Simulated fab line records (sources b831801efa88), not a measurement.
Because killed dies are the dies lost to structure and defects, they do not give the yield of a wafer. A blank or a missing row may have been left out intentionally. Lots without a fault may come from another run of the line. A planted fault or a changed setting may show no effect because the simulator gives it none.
fab line records | flow sky130
record lots=12 | wafers=36 | last_day=50
route steps=708 shown SONOS_ONO@181 RES_PROTECT@212 POLY_GATE@229 PAD_OPEN@708
lots with no fault: from the same line, run without faults
start_h: start of the lot's first displayed wafer, in hours after the record's first day | wait_h: how many hours have passed since the lot's step before this one | " unchanged from the row above | L1.1+2: a single row standing in for several wafers | - either no value or no given start | * or withheld: withheld | < > ~ a bound
route shown NAME@n: names a module that has steps shown in the file, with the first one's number in the route | usual: mean and standard deviation over wafers with no fault | same: alike in all rows | chamber/n: place in a boat | sites: readings site by site | _std_site: how widely they spread, as a standard deviation | _edge_site: mean of outer sites minus mean of inner sites | radius_mm: how far each site lies from the wafer's centre | mask NAME#n: copy n | behind: the last tool/chamber to shape the wafer | hold: reason for holding the lot/hours on hold/outcome of the hold | device: transistor that didn't switch, given as n, p or np | end of line: tests of these same wafers at the route's end | a step without rows: its recipe alone | killed: at the first sort, the dies lost to defects and structure; wafer yield is something else | map: per-die view of a wafer (x killed, . not killed, _ where there is no die)
set.NAME: the setting that was run; set.NAME@STEP: the one run at that earlier step | model.NAME: the simulator's own value behind a step, which no gauge read
a sample of lots followed through the steps of the route, with each step as a table and each wafer as a row
services: when a tool's chamber went out of use (start_h, in hours from the record's first day, below 0 if earlier), for how many hours, and the reason
## steps
# step SKY_SONOS_ONO_CD_MEAS_13
# recipe target_cd_nm=410
# usual cd_nm=409.3/2.7
lot.wafer | tool      | chamber | start_h | wait_h | cd_nm
L728.2    | cd_sem-02 | -       | 284.42  | 0.3    | 411.1
L728.3    | "         | -       | "       | "      | 414.1
L728.4    | "         | -       | "       | "      | 412.2
L729.4    | cd_sem-02 | -       | 287.81  | 0.1    | 408.9
L729.5    | "         | -       | "       | "      | 406.0
L729.6    | "         | -       | "       | "      | 406.9
L731.1    | cd_sem-01 | -       | 311.85  | 0.1    | 414.4
L731.4    | "         | -       | "       | "      | 412.7
L731.6    | "         | -       | "       | "      | 412.6
L732.3    | cd_sem-01 | -       | 317.65  | 0.1    | 409.9
L732.5    | "         | -       | "       | "      | 409.6
L732.6    | "         | -       | "       | "      | 409.3
L733.1    | cd_sem-02 | -       | 321.86  | 0.1    | 407.3
L733.4    | "         | -       | "       | "      | 403.9
L733.6    | "         | -       | "       | "      | 407.5
L734.1    | cd_sem-01 | -       | 331.10  | 0.1    | 411.4
L734.2    | "         | -       | "       | "      | 409.1
L734.6    | "         | -       | "       | "      | 411.1
L741.4    | cd_sem-01 | -       | 393.07  | 0.1    | 408.6
L741.5    | "         | -       | "       | "      | 408.2
L741.6    | "         | -       | "       | "      | 408.4
L742.1    | cd_sem-02 | -       | 396.96  | 0.1    | 406.7
L742.2    | "         | -       | "       | "      | 405.4
L742.3    | "         | -       | "       | "      | 407.7
L744.1    | cd_sem-01 | -       | 409.96  | 0.1    | 412.4
L744.5    | "         | -       | "       | "      | 414.9
L744.6    | "         | -       | "       | "      | 415.8
L746.4    | cd_sem-01 | -       | 434.76  | 0.1    | 406.7
L746.5    | "         | -       | "       | "      | 406.7
L746.6    | "         | -       | "       | "      | 405.8
L747.2    | cd_sem-02 | -       | 439.04  | 0.1    | 406.2
L747.3    | "         | -       | "       | "      | 406.4
L747.4    | "         | -       | "       | "      | 408.2
L751.1    | cd_sem-01 | -       | 471.61  | 0.1    | 405.8
L751.2    | "         | -       | "       | "      | 407.1
L751.6    | "         | -       | "       | "      | 407.7
# step SKY_SONOS_ONO_STRIP_17
# recipe chemistry=O2/N2 | power_w=1400 | pressure_mtorr=1500 | platen_temp_c=withheld | o2_flow_sccm=3000 | n2_flow_sccm=300 | overash_fraction=0.5
# usual drypump_motor_current_A=5.6/0.49 | oes_product_au=0.710/0.004 | strip_time_to_endpoint_s=14.09/0.043
lot.wafer | tool            | chamber | start_h | wait_h | drypump_motor_current_A | oes_product_au | rf_hours_counter_h | strip_time_to_endpoint_s
L728.2    | plasma_asher-01 | 1       | 284.68  | 0.0    | 6.1                     | 0.714          | 61                 | 14.07
L728.3    | "               | 1       | "       | "      | 6.1                     | 0.710          | -                  | 14.10
L728.4    | "               | 0       | "       | "      | 5.0                     | 0.709          | -                  | 14.10
L729.4    | plasma_asher-02 | 0       | 288.05  | 0.0    | 5.3                     | 0.707          | -                  | 14.11
L729.5    | "               | 1       | "       | "      | 5.7                     | 0.711          | -                  | 14.16
L729.6    | "               | 0       | "       | "      | 5.3                     | 0.709          | -                  | 14.14
L731.1    | plasma_asher-02 | 1       | 312.11  | 0.0    | 5.7                     | 0.716          | 19                 | 14.12
L731.4    | "               | 1       | "       | "      | 5.7                     | 0.712          | -                  | 14.12
L731.6    | "               | 0       | "       | "      | 5.3                     | 0.713          | -                  | 14.12
L732.3    | plasma_asher-02 | 0       | 317.92  | 0.0    | 5.3                     | 0.707          | -                  | 14.10
L732.5    | "               | 0       | "       | "      | 5.3                     | 0.711          | -                  | 14.11
L732.6    | "               | 1       | "       | "      | 5.7                     | 0.713          | -                  | 14.09
L733.1    | plasma_asher-01 | 1       | 322.13  | 0.0    | 6.1                     | 0.710          | 65                 | 14.08
L733.4    | "               | 0       | "       | "      | 5.0                     | 0.715          | -                  | 14.05
L733.6    | "               | 1       | "       | "      | 6.1                     | 0.713          | -                  | 14.06
L734.1    | plasma_asher-01 | 0       | 331.36  | 0.0    | 5.0                     | 0.712          | 66                 | 14.17
L734.2    | "               | 1       | "       | "      | 6.1                     | 0.707          | 66                 | 14.16
L734.6    | "               | 0       | "       | "      | 5.0                     | 0.718          | -                  | 14.15
L741.4    | plasma_asher-02 | 1       | 393.31  | 0.0    | 5.7                     | 0.713          | -                  | 14.07
L741.5    | "               | 0       | "       | "      | 5.3                     | 0.709          | -                  | 14.06
L741.6    | "               | 1       | "       | "      | 5.7                     | 0.703          | -                  | 14.07
L742.1    | plasma_asher-01 | 1       | 397.23  | 0.0    | 6.1                     | 0.708          | 72                 | 14.05
L742.2    | "               | 0       | "       | "      | 5.0                     | 0.712          | 72                 | 14.03
L742.3    | "               | 0       | "       | "      | 5.0                     | 0.709          | -                  | 14.05
L744.1    | plasma_asher-04 | 1       | 410.23  | 0.0    | 6.4                     | 0.703          | 59                 | 14.12
L744.5    | "               | 0       | "       | "      | 5.0                     | 0.708          | -                  | 14.12
L744.6    | "               | 1       | "       | "      | 6.3                     | 0.709          | -                  | 14.11
L746.4    | plasma_asher-04 | 1       | 435.00  | 0.0    | 6.3                     | 0.712          | -                  | 14.08
L746.5    | "               | 1       | "       | "      | 6.3                     | 0.711          | -                  | 14.06
L746.6    | "               | 0       | "       | "      | 5.0                     | 0.715          | -                  | 14.09
L747.2    | plasma_asher-02 | 1       | 439.29  | 0.0    | 5.7                     | 0.710          | 32                 | 14.13
L747.3    | "               | 0       | "       | "      | 5.3                     | 0.716          | -                  | 14.11
L747.4    | "               | 1       | "       | "      | 5.7                     | 0.708          | -                  | 14.10
L751.1    | plasma_asher-04 | 0       | 471.87  | 0.0    | 5.0                     | 0.709          | 66                 | 14.05
L751.2    | "               | 1       | "       | "      | 6.3                     | 0.710          | 66                 | 14.03
L751.6    | "               | 1       | "       | "      | 6.3                     | 0.707          | -                  | 14.07
# step SKY_RES_PROTECT_DEVELOP_06
# recipe resist=NOVOLAK | developer=TMAH | develop_time_s=60 | dev_temp_c=23
lot.wafer  | tool           | chamber | start_h | wait_h
L728.2+3+4 | litho_track-04 | 0       | 341.21  | 0.1
L729.4+5+6 | litho_track-02 | 0       | 345.64  | 0.1
L731.1+4+6 | litho_track-02 | 0       | 371.76  | 0.1
L732.3+5+6 | litho_track-01 | 0       | 381.10  | 0.1
L733.1+4+6 | litho_track-01 | 0       | 383.90  | 0.1
L734.1+2+6 | litho_track-01 | 0       | 394.20  | 0.1
L741.4+5+6 | litho_track-04 | 0       | 460.36  | 0.1
L742.1+2+3 | litho_track-04 | 0       | 469.73  | 0.1
L744.1+5+6 | litho_track-04 | 0       | 478.08  | 0.1
L746.4+5+6 | litho_track-01 | 0       | 506.42  | 0.1
L747.2+3+4 | litho_track-01 | 0       | 507.62  | 0.1
L751.1+2+6 | litho_track-02 | 0       | 540.36  | 0.1
# step SKY_RES_PROTECT_TW_MEAS_08
# usual POLY_GATE_TW=4054/23
lot.wafer | tool          | chamber | start_h | wait_h | POLY_GATE_TW
L728.2    | film_metro-02 | -       | 341.59  | 0.1    | 4058
L728.3    | "             | -       | "       | "      | 4052
L728.4    | "             | -       | "       | "      | 4022
L729.4    | film_metro-03 | -       | 345.99  | 0.1    | 4061
L729.5    | "             | -       | "       | "      | 4072
L729.6    | "             | -       | "       | "      | 4035
L731.1    | film_metro-03 | -       | 372.16  | 0.1    | 4030
L731.4    | "             | -       | "       | "      | 3994
L731.6    | "             | -       | "       | "      | 4037
L732.3    | film_metro-02 | -       | 381.52  | 0.1    | 4038
L732.5    | "             | -       | "       | "      | 4057
L732.6    | "             | -       | "       | "      | 4040
L733.1    | film_metro-04 | -       | 384.30  | 0.1    | 4096
L733.4    | "             | -       | "       | "      | 4091
L733.6    | "             | -       | "       | "      | 4101
L734.1    | film_metro-02 | -       | 394.60  | 0.1    | 4029
L734.2    | "             | -       | "       | "      | 4055
L734.6    | "             | -       | "       | "      | 4056
L741.4    | film_metro-03 | -       | 460.71  | 0.1    | 4037
L741.5    | "             | -       | "       | "      | 4007
L741.6    | "             | -       | "       | "      | 79
L742.1    | film_metro-03 | -       | 470.17  | 0.1    | 4054
L742.2    | "             | -       | "       | "      | 79
L742.3    | "             | -       | "       | "      | 4049
L744.1    | film_metro-02 | -       | 478.48  | 0.1    | 4070
L744.5    | "             | -       | "       | "      | 4056
L744.6    | "             | -       | "       | "      | 78
L746.4    | film_metro-03 | -       | 506.78  | 0.1    | 4052
L746.5    | "             | -       | "       | "      | 4036
L746.6    | "             | -       | "       | "      | 4050
L747.2    | film_metro-03 | -       | 508.01  | 0.1    | 4039
L747.3    | "             | -       | "       | "      | 4064
L747.4    | "             | -       | "       | "      | 4066
L751.1    | film_metro-02 | -       | 540.76  | 0.1    | 4055
L751.2    | "             | -       | "       | "      | 4040
L751.6    | "             | -       | "       | "      | 4063
# step SKY_POLY_GATE_ETCH_15
# recipe chemistry=N2/H2 | target=BARC | ion_energy_ev=200 | source_w=500 | bias_w=100 | pressure_mtorr=30 | n2_flow_sccm=100 | h2_flow_sccm=200 | stop_on=SiO2 | time_s=118.5 | target_depth_a=1100
# usual bias_w=99.99/0.27 | drypump_motor_current_A=5.5/0.46 | oes_product_au=0.716/0.0045 | throttle_valve_pct=13.214/0.0083
lot.wafer | tool        | chamber | start_h | wait_h | bias_w | drypump_motor_current_A | oes_product_au | rf_hours_counter_h | throttle_valve_pct
L728.2    | rie_diel-02 | 2       | 370.61  | 0.0    | 100.33 | 5.5                     | 0.719          | 4                  | 13.206
L728.3    | "           | 1       | "       | "      | 99.94  | 5.5                     | 0.720          | 23                 | 13.214
L728.4    | "           | 0       | "       | "      | 99.89  | 5.9                     | 0.711          | 95                 | 13.225
L729.4    | rie_diel-03 | 2       | 375.77  | 0.0    | 99.68  | 4.8                     | 0.712          | 3                  | 13.205
L729.5    | "           | 1       | "       | "      | 99.70  | 6.1                     | 0.715          | -                  | 13.212
L729.6    | "           | 2       | "       | "      | 100.08 | 4.7                     | 0.720          | -                  | 13.212
L731.1    | rie_diel-03 | 0       | 404.12  | 0.0    | 100.36 | 6.0                     | 0.716          | 45                 | 13.203
L731.4    | "           | 0       | "       | "      | 100.43 | 6.0                     | 0.718          | -                  | 13.200
L731.6    | "           | 2       | "       | "      | 99.48  | 4.7                     | 0.717          | -                  | 13.213
L732.3    | rie_diel-03 | 2       | 413.31  | 0.0    | 100.68 | 4.7                     | 0.716          | 4                  | 13.211
L732.5    | "           | 0       | "       | "      | 100.10 | 6.0                     | 0.717          | -                  | 13.220
L732.6    | "           | 2       | "       | "      | 100.19 | 4.8                     | 0.714          | -                  | 13.207
L733.1    | rie_diel-02 | 0       | 422.36  | 0.0    | 100.30 | 5.9                     | 0.711          | 96                 | 13.221
L733.4    | "           | 3       | "       | "      | 100.07 | 5.9                     | 0.700          | 13                 | 13.220
L733.6    | "           | 1       | "       | "      | 99.59  | 5.6                     | 0.710          | -                  | 13.202
L734.1    | rie_diel-02 | 2       | 430.14  | 0.0    | 99.81  | 5.5                     | 0.715          | 5                  | 13.204
L734.2    | "           | 1       | "       | "      | 100.28 | 5.5                     | 0.723          | 24                 | 13.232
L734.6    | "           | 2       | "       | "      | 100.09 | 5.5                     | 0.715          | -                  | 13.207
L741.4    | rie_diel-03 | 3       | 492.82  | 0.0    | 99.52  | 5.2                     | 0.716          | 1                  | 13.211
L741.5    | "           | 1       | "       | "      | 99.49  | 6.1                     | 0.712          | -                  | 13.207
L741.6    | "           | 0       | "       | "      | 100.40 | 6.0                     | 0.709          | -                  | 13.213
L742.1    | rie_diel-04 | 1       | 505.14  | 0.0    | 99.66  | 4.9                     | 0.710          | 11                 | 13.224
L742.2    | "           | 3       | "       | "      | 100.06 | 5.0                     | 0.714          | 21                 | 13.207
L742.3    | "           | 2       | "       | "      | 100.48 | 5.9                     | 0.715          | 8                  | 13.199
L744.1    | rie_diel-04 | 2       | 511.39  | 0.0    | 100.23 | 6.0                     | 0.721          | 8                  | 13.226
L744.5    | "           | 1       | "       | "      | 99.60  | 4.9                     | 0.715          | -                  | 13.203
L744.6    | "           | 0       | "       | "      | 99.71  | 5.2                     | 0.713          | -                  | 13.212
L746.4    | rie_diel-04 | 3       | 539.88  | 0.1    | 99.94  | 5.0                     | 0.715          | -                  | 13.212
L746.5    | "           | 2       | "       | "      | 100.07 | 5.9                     | 0.717          | -                  | 13.228
L746.6    | "           | 0       | "       | "      | 99.88  | 5.2                     | 0.715          | -                  | 13.197
L747.2    | rie_diel-03 | 2       | 541.69  | 0.0    | 99.86  | 4.8                     | 0.716          | 7                  | 13.219
L747.3    | "           | 0       | "       | "      | 100.16 | 6.0                     | 0.718          | 48                 | 13.218
L747.4    | "           | 3       | "       | "      | 100.40 | 5.2                     | 0.715          | 2                  | 13.220
L751.1    | rie_diel-03 | 0       | 573.97  | 0.0    | 100.17 | 6.0                     | 0.710          | 49                 | 13.211
L751.2    | "           | 3       | "       | "      | 99.79  | 5.2                     | 0.715          | 4                  | 13.203
L751.6    | "           | 3       | "       | "      | 99.33  | 5.2                     | 0.710          | -                  | 13.221
# step SKY_PAD_OPEN_PROBE_99
# usual killed_at_M0_to_M3=43/7.1 | killed_at_M4_up=3.2/1.9 | killed_at_contacts=23/5.1 | killed_at_front_end=15/4.5 | killed_at_other=0.4/0.65 | killed_dies=85/9.4 | killed_on_rim=17/4 | killed_open=47/6.8 | killed_short=38/6.1
# same gross_dies=492 | killed_at_back_side=0
lot.wafer | tool      | chamber | start_h | wait_h | killed_at_M0_to_M3 | killed_at_M4_up | killed_at_contacts | killed_at_front_end | killed_at_other | killed_dies | killed_on_rim | killed_open | killed_short
L729.4    | prober-01 | -       | 1088.26 | 0.2    | 36                 | 2               | 27                 | 11                  | 1               | 77          | 12            | 37          | 40
L729.5    | prober-01 | -       | 1088.31 | 0.2    | 32                 | 3               | 24                 | 19                  | 0               | 78          | 16            | 42          | 36
L729.6    | prober-01 | -       | 1088.36 | 0.2    | 50                 | 2               | 23                 | 13                  | 4               | 92          | 18            | 48          | 42
L734.1    | prober-02 | -       | 1130.91 | 0.1    | 50                 | 2               | 29                 | 18                  | 1               | 100         | 20            | 55          | 45
L734.2    | prober-02 | -       | 1130.96 | 0.1    | 50                 | 4               | 31                 | 11                  | 0               | 96          | 19            | 51          | 45
L734.6    | prober-02 | -       | 1131.16 | 0.2    | 50                 | 2               | 23                 | 18                  | 0               | 93          | 15            | 47          | 46
L741.4    | prober-01 | -       | 1163.07 | 0.2    | 32                 | 3               | 23                 | 15                  | 2               | 75          | 11            | 45          | 30
L741.5    | prober-01 | -       | 1163.12 | 0.2    | 43                 | 1               | 28                 | 19                  | 0               | 91          | 12            | 50          | 41
L741.6    | prober-01 | -       | 1163.17 | 0.2    | 42                 | 5               | 25                 | 15                  | 222             | 309         | 29            | 45          | 42
L742.1    | prober-01 | -       | 1171.47 | 0.1    | 40                 | 7               | 29                 | 14                  | 1               | 91          | 19            | 57          | 33
L742.2    | prober-01 | -       | 1171.52 | 0.1    | 55                 | 0               | 22                 | 7                   | 206             | 290         | 26            | 48          | 37
L742.3    | prober-01 | -       | 1171.57 | 0.2    | 39                 | 4               | 15                 | 12                  | 0               | 70          | 11            | 38          | 32
L744.1    | prober-02 | -       | 1177.31 | 0.1    | 53                 | 2               | 24                 | 9                   | 1               | 89          | 19            | 54          | 35
L744.5    | prober-02 | -       | 1177.51 | 0.2    | 39                 | 5               | 23                 | 15                  | 0               | 82          | 12            | 42          | 40
L744.6    | prober-02 | -       | 1177.56 | 0.2    | 44                 | 1               | 23                 | 15                  | 231             | 314         | 29            | 48          | 35
L747.2    | prober-01 | -       | 1189.78 | 0.1    | 40                 | 4               | 28                 | 10                  | 0               | 82          | 20            | 45          | 37
L747.3    | prober-01 | -       | 1189.83 | 0.2    | 41                 | 6               | 12                 | 15                  | 0               | 74          | 13            | 39          | 34
L747.4    | prober-01 | -       | 1189.88 | 0.2    | 40                 | 1               | 17                 | 17                  | 0               | 75          | 20            | 50          | 25
# killed by level:class
L729.4 CONTACT:geometric_particle:open=10 VIA2:geometric_particle:open=7 CONTACT:geometric_particle:short=6 VIA1:geometric_particle:open=6 VIA1:geometric_particle:short=6 LI_CONTACT:geometric_particle:open=5 METAL2:geometric_particle:short=5 LI_CONTACT:geometric_particle:short=4
L729.5 VIA1:geometric_particle:open=10 LI_CONTACT:geometric_particle:open=7 POLY_GATE:geometric_particle:open=5 CONTACT:geometric_particle:open=5 CONTACT:geometric_particle:short=4 METAL2:geometric_particle:short=4 FIELD_ISO:geometric_particle:open=3 FIELD_ISO:geometric_particle:short=3
L729.6 VIA1:geometric_particle:open=14 METAL1:geometric_particle:short=10 VIA1:geometric_particle:short=9 CONTACT:geometric_particle:open=8 LI_CONTACT:geometric_particle:open=6 VIA3:geometric_particle:open=5 VIA2:geometric_particle:open=5 POLY_GATE:geometric_particle:short=4
L734.1 VIA1:geometric_particle:open=15 VIA3:geometric_particle:open=8 CONTACT:geometric_particle:short=7 LI_CONTACT:geometric_particle:open=7 CONTACT:geometric_particle:open=7 VIA2:geometric_particle:open=7 FIELD_ISO:geometric_particle:short=6 VIA1:geometric_particle:short=6
L734.2 CONTACT:geometric_particle:open=9 CONTACT:geometric_particle:short=9 VIA3:geometric_particle:open=9 LI_CONTACT:geometric_particle:open=8 VIA1:geometric_particle:open=8 VIA1:geometric_particle:short=7 VIA2:geometric_particle:open=7 METAL2:geometric_particle:short=6
L734.6 VIA2:geometric_particle:open=12 CONTACT:geometric_particle:open=9 VIA1:geometric_particle:short=8 VIA3:geometric_particle:open=7 POLY_GATE:geometric_particle:open=6 METAL1:geometric_particle:short=6 POLY_GATE:geometric_particle:short=5 LOCAL_INTERCONNECT:geometric_particle:short=5
L741.4 CONTACT:geometric_particle:open=12 VIA1:geometric_particle:open=6 FIELD_ISO:geometric_particle:short=5 METAL1:geometric_particle:short=5 VIA2:geometric_particle:open=5 VIA3:geometric_particle:open=5 LI_CONTACT:geometric_particle:open=3 LI_CONTACT:geometric_particle:short=3
L741.5 VIA3:geometric_particle:open=10 LI_CONTACT:geometric_particle:open=9 POLY_GATE:geometric_particle:short=8 VIA2:geometric_particle:open=7 VIA1:geometric_particle:open=7 CONTACT:geometric_particle:open=5 CONTACT:geometric_particle:short=5 LOCAL_INTERCONNECT:geometric_particle:short=4
L741.6 RES_PROTECT:area_develop=222 VIA1:geometric_particle:open=12 LOCAL_INTERCONNECT:geometric_particle:short=9 VIA3:geometric_particle:open=8 VIA2:geometric_particle:open=7 FIELD_ISO:geometric_particle:short=6 CONTACT:geometric_particle:open=6 LI_CONTACT:geometric_particle:open=4
L742.1 CONTACT:geometric_particle:open=14 VIA1:geometric_particle:open=9 VIA2:geometric_particle:open=8 LI_CONTACT:geometric_particle:open=7 VIA3:geometric_particle:open=6 FIELD_ISO:geometric_particle:open=5 LI_CONTACT:geometric_particle:short=5 METAL4:geometric_particle:short=5
L742.2 RES_PROTECT:area_develop=205 VIA2:geometric_particle:open=10 VIA1:geometric_particle:open=9 LI_CONTACT:geometric_particle:open=8 VIA3:geometric_particle:open=6 VIA1:geometric_particle:short=6 METAL3:geometric_particle:short=5 VIA2:geometric_particle:short=5
L742.3 VIA1:geometric_particle:open=12 VIA3:geometric_particle:open=9 FIELD_ISO:geometric_particle:short=6 CONTACT:geometric_particle:open=5 LOCAL_INTERCONNECT:geometric_particle:short=4 CONTACT:geometric_particle:short=4 VIA1:geometric_particle:short=3 METAL2:geometric_particle:short=3
L744.1 VIA1:geometric_particle:open=18 VIA3:geometric_particle:open=10 CONTACT:geometric_particle:open=9 METAL2:geometric_particle:short=7 LI_CONTACT:geometric_particle:open=7 POLY_GATE:geometric_particle:short=6 CONTACT:geometric_particle:short=5 VIA2:geometric_particle:open=4
L744.5 CONTACT:geometric_particle:open=10 VIA1:geometric_particle:open=10 VIA3:geometric_particle:open=8 POLY_GATE:geometric_particle:short=6 VIA2:geometric_particle:open=5 FIELD_ISO:geometric_particle:short=4 CONTACT:geometric_particle:short=4 METAL1:geometric_particle:short=4
L744.6 RES_PROTECT:area_develop=231 VIA1:geometric_particle:open=10 VIA3:geometric_particle:open=9 LI_CONTACT:geometric_particle:open=7 CONTACT:geometric_particle:open=7 VIA2:geometric_particle:open=6 VIA1:geometric_particle:short=6 FIELD_ISO:geometric_particle:open=5
L747.2 CONTACT:geometric_particle:open=10 LI_CONTACT:geometric_particle:short=7 VIA1:geometric_particle:open=7 LI_CONTACT:geometric_particle:open=6 METAL2:geometric_particle:short=6 VIA2:geometric_particle:open=5 VIA2:geometric_particle:short=4 VIA3:geometric_particle:open=4
L747.3 VIA1:geometric_particle:open=12 VIA3:geometric_particle:open=7 VIA1:geometric_particle:short=7 FIELD_ISO:geometric_particle:short=5 LI_CONTACT:geometric_particle:open=5 POLY_GATE:geometric_particle:open=4 CONTACT:geometric_particle:short=4 METAL1:geometric_particle:short=4
L747.4 VIA2:geometric_particle:open=15 FIELD_ISO:geometric_particle:open=7 CONTACT:geometric_particle:open=6 VIA1:geometric_particle:open=4 VIA1:geometric_particle:short=4 VIA3:geometric_particle:open=4 FIELD_ISO:geometric_particle:short=3 LI_CONTACT:geometric_particle:short=3
## services
tool            | chamber | start_h | hours | kind
rie_diel-03     | -       | 265.60  | 14.6  | pm
rie_diel-04     | 2       | 291.33  | 11.4  | repair
plasma_asher-04 | -       | 308.00  | 13.5  | repair
rie_diel-02     | 3       | 317.67  | 3.5   | repair
rie_diel-02     | -       | 341.01  | 2.8   | pm
plasma_asher-04 | -       | 353.76  | 5.7   | repair
rie_diel-02     | -       | 378.65  | 0.5   | repair
rie_diel-04     | 0       | 384.30  | 5.2   | repair
rie_diel-03     | 1       | 391.08  | 6.3   | repair
plasma_asher-01 | -       | 421.30  | 9.0   | pm
plasma_asher-02 | -       | 470.95  | 2.8   | repair
plasma_asher-02 | -       | 486.84  | 1.7   | repair
rie_diel-04     | -       | 487.44  | 2.5   | repair
rie_diel-03     | -       | 488.34  | 2.0   | repair
rie_diel-02     | -       | 489.92  | 4.3   | pm
plasma_asher-04 | -       | 491.31  | 12.9  | repair
plasma_asher-01 | -       | 502.49  | 1.0   | repair
rie_diel-03     | 3       | 505.41  | 1.2   | repair
rie_diel-04     | -       | 506.10  | 2.8   | pm
rie_diel-03     | -       | 540.48  | 1.0   | repair
plasma_asher-02 | -       | 552.52  | 3.8   | repair
plasma_asher-02 | -       | 564.45  | 0.4   | repair
plasma_asher-01 | -       | 571.96  | 3.2   | repair
plasma_asher-02 | -       | 572.81  | 2.8   | pm
## key
first_sign step=SKY_RES_PROTECT_TW_MEAS_08 | reading=POLY_GATE_TW | direction=down | sigmas=99+ | usual=4054 | struck=79
effect step=SKY_PAD_OPEN_PROBE_99 | reading=killed_at_other | direction=up | sigmas=99+ | usual=0.4 | struck=219.7
more_kills_born_at SKY_RES_PROTECT_DEVELOP_06@litho_track-04=658
met_at SKY_RES_PROTECT_DEVELOP_06
struck_lots L741,L742,L744
struck_wafers L741.6,L742.2,L744.6
tester_left_out L741,L742,L744
not_acting_at SKY_SONOS_ONO_CD_MEAS_13,SKY_SONOS_ONO_STRIP_17,SKY_POLY_GATE_ETCH_15
onset_between 341.21 460.36
fault kind=process_parameter_drift | tool=litho_track-04 | chamber=- | onset_h=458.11 | steps=SKY_RES_PROTECT_DEVELOP_06 | channel=develop_time_s | offset=* | shape=step | end_h=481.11 | scope=struck_wafers_only | acts_in=* | stated=*
# tester_left_out: of these lots the tester's yield and bins aren't shown, on N5 and GAA mostly nor the transistor test; their killed dies are dies lost to structure and defects alone, not to doping, threshold or leakage, so they don't give the yield
